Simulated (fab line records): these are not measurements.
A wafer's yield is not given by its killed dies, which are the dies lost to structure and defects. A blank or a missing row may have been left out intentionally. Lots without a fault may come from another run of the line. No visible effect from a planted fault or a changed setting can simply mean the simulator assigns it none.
Comparing a struck lot with a sound one || flow sky130 || 33 out of 708 route steps
Sound: the wafers L479.1, L479.3, L479.5. The struck wafers were L484.3, L484.5, L484.6. The cause comes at the end.
Each step with rows lists, per side, the tool, then ch with its chambers, then its first start. Under that, the readings that differ: sound wafers || struck wafers || difference of the means || sigmas: that difference in standard deviations of wafers without a fault.
alike: words and numbers the same on both sides, and readings whose means are apart by under 2 such deviations; not compared: readings that were withheld, readings missing a value for some wafer, numbers with overlapping values and no deviation given by the record, and bounds like >300 which may hide the same value.
A row with sigmas, a row that says differs or no value, or rows on one side alone: a step with any of these is where the two part. When numbers do not overlap yet have no deviation, they are printed without sigmas and do not part them. A reading that every wafer of one side lacks parts them only if that side has two wafers or more.

SKY_SD_P_CD_MEAS_07: target cd 380 nm.
  sound on cd-sem-01, day 26 16:15; struck on cd-sem-02, day 28 09:41
{"reading": "cd-nm (nm)", "sound": "377.5 375.8 378.5", "struck": "383.2 384.1 383.4", "difference": "+6.3", "sigmas": "+2"}
SKY_SD_P_OVL_MEAS_08:
  sound on overlay-01, day 26 16:22; struck on overlay-02, day 28 09:46
{"reading": "SD_P_OVL (nm)", "sound": "-2.1 -2.6 -2.7", "struck": "1.3 0.6 0.4", "difference": "+3.2", "sigmas": "+2"}
then, 1 step without rows for these wafers: SKY_SD_P_IMPLANT_09.
SKY_SD_P_STRIP_10: strips in O2/N2.
  sound on plasma-asher-02 ch 0,1, day 26 16:33; struck on plasma-asher-01 ch 0,1, day 28 09:59
  alike: drypump-motor-current-A, oes-product-au, strip-time-to-endpoint-s
  not compared: rf-hours-counter-h
SKY_SD_P_TW_MEAS_11:
  sound on film-metro-01, day 26 16:39; struck on film-metro-04, day 28 10:04
{"reading": "SD_P_TW", "sound": "2805 2805 2801", "struck": "2844 2857 2850", "difference": "+47", "sigmas": "+2"}
then, 7 steps without rows for these wafers: SKY_RES_XHIGH_DEHYDRATE_00 (time 60 s); SKY_RES_XHIGH_HMDS_01 (prime time 60 s); SKY_RES_XHIGH_COAT_02 (resist thk 1140 nm); SKY_RES_XHIGH_SOFTBAKE_03 (time 60 s); SKY_RES_XHIGH_EXPOSE_04 (exposes mask URPM, target cd 1270 nm); SKY_RES_XHIGH_PEB_05; SKY_RES_XHIGH_DEVELOP_06 (develop time 60 s).
SKY_RES_XHIGH_IMPLANT_07:
  sound on implanter-02 ch 0, day 27 21:53; struck on implanter-02 ch 0, day 29 13:19
  alike: faraday-current-uA, tilt-deg
SKY_RES_XHIGH_STRIP_08: strips in O2/N2.
  sound on plasma-asher-03 ch 0,1, day 27 22:02; struck on plasma-asher-04 ch 0,1, day 29 13:27
  alike: drypump-motor-current-A, oes-product-au, strip-time-to-endpoint-s
  not compared: rf-hours-counter-h
SKY_RES_XHIGH_TW_MEAS_09:
  sound on film-metro-03, day 27 22:11; struck on film-metro-04, day 29 13:46
{"reading": "RES_XHIGH_TW", "sound": "1631 1626 1630", "struck": "1573 1579 1584", "difference": -50, "sigmas": -4}
  not compared: hold
then, 6 steps without rows for these wafers: SKY_SD_N_HMDS_01 (prime time 60 s); SKY_SD_N_COAT_02 (resist thk 1140 nm); SKY_SD_N_SOFTBAKE_03 (time 60 s); SKY_SD_N_EXPOSE_04 (exposes mask NSDM, target cd 380 nm); SKY_SD_N_PEB_05; SKY_SD_N_DEVELOP_06 (develop time 60 s).
SKY_SD_N_CD_MEAS_07: target cd 380 nm.
  sound on cd-sem-02, day 29 01:50; struck on cd-sem-01, day 30 17:26
  alike: cd-nm
SKY_SD_N_OVL_MEAS_08:
  sound on overlay-02, day 29 01:58; struck on overlay-01, day 30 17:31
{"reading": "SD_N_OVL (nm)", "sound": "-1.0 0.4 0.3", "struck": "-3.6 -3.0 -3.1", "difference": -3.1, "sigmas": -2}
then, 2 steps without rows for these wafers: SKY_SD_N_IMPLANT_09; SKY_SD_N_IMPLANT_10.
SKY_SD_N_STRIP_11: strips in O2/N2.
  sound on plasma-asher-03 ch 0,1, day 29 02:18; struck on plasma-asher-03 ch 0,1, day 30 17:53
  alike: drypump-motor-current-A, oes-product-au, strip-time-to-endpoint-s
  not compared: rf-hours-counter-h
SKY_SD_N_TW_MEAS_12:
  sound on film-metro-03, day 29 02:24; struck on film-metro-04, day 30 17:58
  alike: SD_N_TW
then, 1 step without rows for these wafers: SKY_SD_N_CLEAN_13 (cleans in SC1/SC2, time 150 s).
SKY_SD_N_RTA_14: time 2 s.
  sound on rtp-anneal-01 ch 0, day 29 02:31; struck on rtp-anneal-02 ch 0, day 30 18:04
  alike: lamp-power-pct, wafer_temp_C_max
SKY_SD_N_RS_MEAS_16: measurement is done with a four-point probe.
  sound on film-metro-01, day 29 02:41; struck on film-metro-01, day 30 18:16
  alike: SD_N_RS
SKY_SD_N_RS_MEAS_17: measurement is done with a four-point probe.
  sound on film-metro-01, day 29 02:48; struck on film-metro-01, day 30 18:23
  alike: SD_P_RS
SKY_SD_N_RS_MEAS_18: measurement is done with a four-point probe.
  sound on film-metro-01, day 29 02:55; struck on film-metro-01, day 30 18:52
{"reading": "RES_XHIGH_RS (ohm/sq)", "sound": "332.3 331.0 330.2", "struck": "376.9 374.5 375.3", "difference": "+44.4", "sigmas": "+40"}
  not compared: hold
-- the record jumps here: 17 days lie between the struck wafers' starts before and after (it left off in module SD_N and takes up again in module PAD_OPEN, whose first step shown is number 708 of the route) --
SKY_PAD_OPEN_PROBE_99:
  sound on prober-02, day 46 14:52; struck on prober-01, day 47 20:37
{"reading": "model.etest.res-xhigh-po.line-ohm-um", "sound": "6032 5904 5825", "struck": "1.034e+04 1.021e+04 1.053e+04", "difference": "+4.440e+03", "sigmas": ""}
{"reading": "model.etest.res-xhigh-po.rs-ohm-sq-range", "sound": "103.6 96.47 71.94", "struck": "1756 1647 1848", "difference": "+1660", "sigmas": ""}
{"reading": "model.etest.res-xhigh-po.rs-ohm-sq", "sound": "2093 2096 2050", "struck": "3663 3526 3742", "difference": "+1564", "sigmas": ""}
{"reading": "model.etest.res-xhigh-po.rs-ohm-sq-rim-less-centre", "sound": "87.61 79.95 59.12", "struck": "-828.5 -721.6 -826.9", "difference": -867.9, "sigmas": ""}
  alike: killed_at_M0_to_M3, killed_at_M4_up, killed-at-contacts, killed-at-front-end, killed-at-other, killed-dies, killed-on-rim, killed-open, killed-short

== WHERE THEY PART ==
First at SKY_SD_P_CD_MEAS_07; last, within this record, at SKY_SD_N_RS_MEAS_18. Later steps at which nothing parts them and some readings are alike: SKY_PAD_OPEN_PROBE_99.

WHY: the cause the simulator had injected
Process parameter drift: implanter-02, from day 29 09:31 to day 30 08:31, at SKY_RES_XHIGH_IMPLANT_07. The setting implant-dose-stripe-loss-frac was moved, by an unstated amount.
